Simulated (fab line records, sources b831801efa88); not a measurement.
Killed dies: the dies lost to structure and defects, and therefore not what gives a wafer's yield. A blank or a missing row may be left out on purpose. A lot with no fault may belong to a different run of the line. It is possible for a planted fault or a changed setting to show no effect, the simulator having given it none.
Struck lot and sound lot, side by side :: flow sky130 :: 17 steps out of a route of 708
Sound: wafers L942.1, L942.4, L942.6. Struck: wafer L952.2 (L952.3, L952.5, from the same lot, were not struck and are left out); the cause is given at the end.
For every step that has rows: the tool of each side, followed by ch and its chambers, followed by its first start. Under that, the readings that differ: sound wafers :: struck wafers :: difference of the means :: sigmas: that difference in standard deviations of wafers without a fault.
alike: a reading whose means differ by less than 2 such deviations, as well as words and numbers matching on both sides. not compared: withheld readings; readings where some wafer has no value; bounds like >300 that might hide an equal value; numbers whose values overlap and for which the record gives no deviation.
A row with sigmas, a row that says differs or no value, or rows on one side alone: a step with any of these is where the two part. Numbers that have no deviation but don't overlap get no sigmas and don't part them. A reading that every wafer of one side lacks parts them only if that side has two wafers or more.

SKY_VT_ADJUST_HVTR_OVL_MEAS_08:
  sound: overlay-02 at day 11 16:53; struck: overlay-01 at day 13 23:11
  alike: VT_ADJUST_HVTR_OVL
next, for these wafers, 1 step has no rows: SKY_VT_ADJUST_HVTR_IMPLANT_09.
SKY_VT_ADJUST_HVTR_STRIP_10: strips in O2/N2.
  sound on plasma-asher-03 ch 0,1, day 11 17:04; struck on plasma-asher-02 ch 1, day 13 23:22
  alike: drypump-motor-current-A, oes-product-au, strip-time-to-endpoint-s
  not compared: rf-hours-counter-h
SKY_VT_ADJUST_HVTR_TW_MEAS_11:
  sound: film-metro-03 at day 11 17:10; struck: film-metro-01 at day 13 23:28
  alike: VT_ADJUST_HVTR_TW
then, 7 steps without rows for these wafers: SKY_VT_ADJUST_PCH_DEHYDRATE_00 (time 60 s); SKY_VT_ADJUST_PCH_HMDS_01 (prime time 60 s); SKY_VT_ADJUST_PCH_COAT_02 (resist thk 3000 nm); SKY_VT_ADJUST_PCH_SOFTBAKE_03; SKY_VT_ADJUST_PCH_EXPOSE_04 (exposes mask NWM, target cd 840 nm); SKY_VT_ADJUST_PCH_PEB_05; SKY_VT_ADJUST_PCH_DEVELOP_06 (develop time 60 s).
SKY_VT_ADJUST_PCH_OVL_MEAS_07:
  sound: overlay-01 at day 12 17:07; struck: overlay-01 at day 15 01:22
reading: VT_ADJUST_PCH_OVL (nm)
sound: -0.6 -2.9 -2.2
struck: 0.8
difference: +2.7
sigmas: +2
SKY_VT_ADJUST_PCH_IMPLANT_08:
  sound on implanter-04 ch 0, day 12 17:10; struck on implanter-02 ch 0, day 15 01:31
  alike: beam-energy-keV, beam-on-s
SKY_VT_ADJUST_PCH_STRIP_09: strips in O2/N2.
  sound on plasma-asher-04 ch 1, day 12 17:19; struck on plasma-asher-04 ch 0, day 15 01:39
reading: drypump-motor-current-A (A)
sound: 5.8 5.8 5.8
struck: 5.1
difference: -0.7
sigmas: -2

reading: strip-time-to-endpoint-s (s)
sound: 36.88 36.91 36.92
struck: 37.13
difference: +0.23
sigmas: +2
  alike: oes-product-au
  not compared: rf-hours-counter-h
SKY_VT_ADJUST_PCH_TW_MEAS_10:
  sound: film-metro-02 at day 12 17:25; struck: film-metro-01 at day 15 01:46
  alike: VT_ADJUST_PCH_TW
then, 1 step without rows for these wafers: SKY_SONOS_TUNNEL_DEHYDRATE_00 (time 60 s).
-- a jump in the record: the struck wafers' starts before and after are 34 days apart (it breaks off in module SONOS_TUNNEL and resumes in module PAD_OPEN, where the first step shown is number 708 of the route) --
SKY_PAD_OPEN_PROBE_99:
  sound: prober-01 at day 47 20:44; struck: prober-02 at day 49 10:50
reading: model.etest.pfet_01v8_lvt.vt-v-range
sound: 0.01721 0.03005 0.02198
struck: 0.03556
difference: +0.01248
sigmas: 
  alike: killed_at_M0_to_M3, killed_at_M4_up, killed-at-contacts, killed-at-front-end, killed-at-other, killed-dies, killed-open, killed-short
  not compared: model.etest.pfet-g5v0d10v5.vt-long-v, model.etest.pfet-g5v0d10v5.vt-v-range

== WHERE THEY PART ==
Earliest at SKY_VT_ADJUST_PCH_OVL_MEAS_07; latest, in this record, at SKY_VT_ADJUST_PCH_STRIP_09. Later steps at which nothing parts them and some readings are alike: SKY_VT_ADJUST_PCH_TW_MEAS_10, SKY_PAD_OPEN_PROBE_99.

WHY: what had been put in by the simulator
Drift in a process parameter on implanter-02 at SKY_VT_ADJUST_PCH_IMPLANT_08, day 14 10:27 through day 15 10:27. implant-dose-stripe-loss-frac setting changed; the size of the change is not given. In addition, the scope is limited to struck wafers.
